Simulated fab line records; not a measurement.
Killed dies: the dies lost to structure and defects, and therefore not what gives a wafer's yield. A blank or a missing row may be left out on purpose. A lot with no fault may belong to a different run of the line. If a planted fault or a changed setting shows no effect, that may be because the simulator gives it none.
Commonality check across tools | flow sky130 | Lots sampled 15, wafers sampled 45

THE REASON FOR OPENING IT
SKY_LDD_P_TW_MEAS_11, reading LDD_P_TW: flagged on 3 of 15 lots. Fault-free wafers read 632, with a standard deviation of 6.4.
Rule: a lot gets a flag if all its wafers with a number sit over 4 standard deviations from that mean, or if no wafer of it has a number. As for the other lots, they are considered sound.

lot  | measured     | on            | LDD_P_TW, wafer by wafer | flag
L625 | day 18 09:53 | film-metro-03 | 633 634 630              |
L626 | day 18 19:11 | film-metro-04 | 639 636 639              |
L628 | day 19 19:34 | film-metro-03 | 628 630 631              |
L632 | day 21 08:56 | film-metro-02 | 30 30 30                 | FLAGGED
L633 | day 21 22:40 | film-metro-04 | 30 30 30                 | FLAGGED
L634 | day 23 12:00 | film-metro-03 | 30 30 30                 | FLAGGED
L639 | day 24 07:32 | film-metro-04 | 640 643 641              |
L640 | day 24 19:00 | film-metro-02 | 623 622 622              |
L641 | day 25 04:47 | film-metro-03 | 633 631 632              |
L643 | day 25 22:24 | film-metro-03 | 630 629 629              |
L644 | day 25 23:31 | film-metro-02 | 627 629 627              |
L645 | day 26 09:23 | film-metro-02 | 624 623 626              |
L646 | day 26 21:02 | film-metro-04 | 640 636 641              |
L647 | day 26 21:21 | film-metro-02 | 624 624 624              |
L648 | day 27 00:47 | film-metro-03 | 632 630 631              |
The mean of the flagged lots' numbers is 30, -602 from the usual (-94 standard deviations).

WHICH TOOL RAN EACH LOT
The record holds 1 process step before the reading, out of a route of 708 steps. In each cell: the tool, then ch and the chambers that the sampled wafers went through, then the start.
lot  | flag    | SKY_LDD_P_IMPLANT_09
L625 |         | implanter-03 ch 0, day 18 09:41
L626 |         | implanter-04 ch 0, day 18 18:58
L628 |         | implanter-02 ch 0, day 19 19:20
L632 | FLAGGED | implanter-02, day 21 08:44
L633 | FLAGGED | implanter-03, day 21 22:26
L634 | FLAGGED | implanter-04, day 23 11:46
L639 |         | implanter-03 ch 0, day 24 07:18
L640 |         | implanter-03 ch 0, day 24 18:45
L641 |         | implanter-03 ch 0, day 25 04:32
L643 |         | implanter-04 ch 0, day 25 22:10
L644 |         | implanter-03 ch 0, day 25 23:18
L645 |         | implanter-03 ch 0, day 26 09:08
L646 |         | implanter-04 ch 0, day 26 20:47
L647 |         | implanter-02 ch 0, day 26 21:07
L648 |         | implanter-02 ch 0, day 27 00:32
What is done by these steps:
- SKY_LDD_P_IMPLANT_09
- SKY_LDD_P_TW_MEAS_11

FLAGGED AGAINST TOTAL, ONE TOOL AT A TIME (gauges that did the reading follow at the end)
step                 | tool          | lots run | flagged | share of the flagged lots | sound lots run after its first flagged lot
SKY_LDD_P_IMPLANT_09 | implanter-02  | 4        | 1       | some                      | 2 (L647,L648)
SKY_LDD_P_IMPLANT_09 | implanter-03  | 7        | 1       | some                      | 5 (L639,L640,L641,L644,L645)
SKY_LDD_P_IMPLANT_09 | implanter-04  | 4        | 1       | some                      | 2 (L643,L646)
SKY_LDD_P_TW_MEAS_11 | film-metro-02 | 5        | 1       | some                      | 4 (L640,L644,L645,L647)
SKY_LDD_P_TW_MEAS_11 | film-metro-03 | 6        | 1       | some                      | 3 (L641,L643,L648)
SKY_LDD_P_TW_MEAS_11 | film-metro-04 | 4        | 1       | some                      | 2 (L639,L646)

THE TABLE: WHAT IT ALLOWS
No row of the table ran every flagged lot.

WHAT WAS PUT IN BY THE SIMULATOR
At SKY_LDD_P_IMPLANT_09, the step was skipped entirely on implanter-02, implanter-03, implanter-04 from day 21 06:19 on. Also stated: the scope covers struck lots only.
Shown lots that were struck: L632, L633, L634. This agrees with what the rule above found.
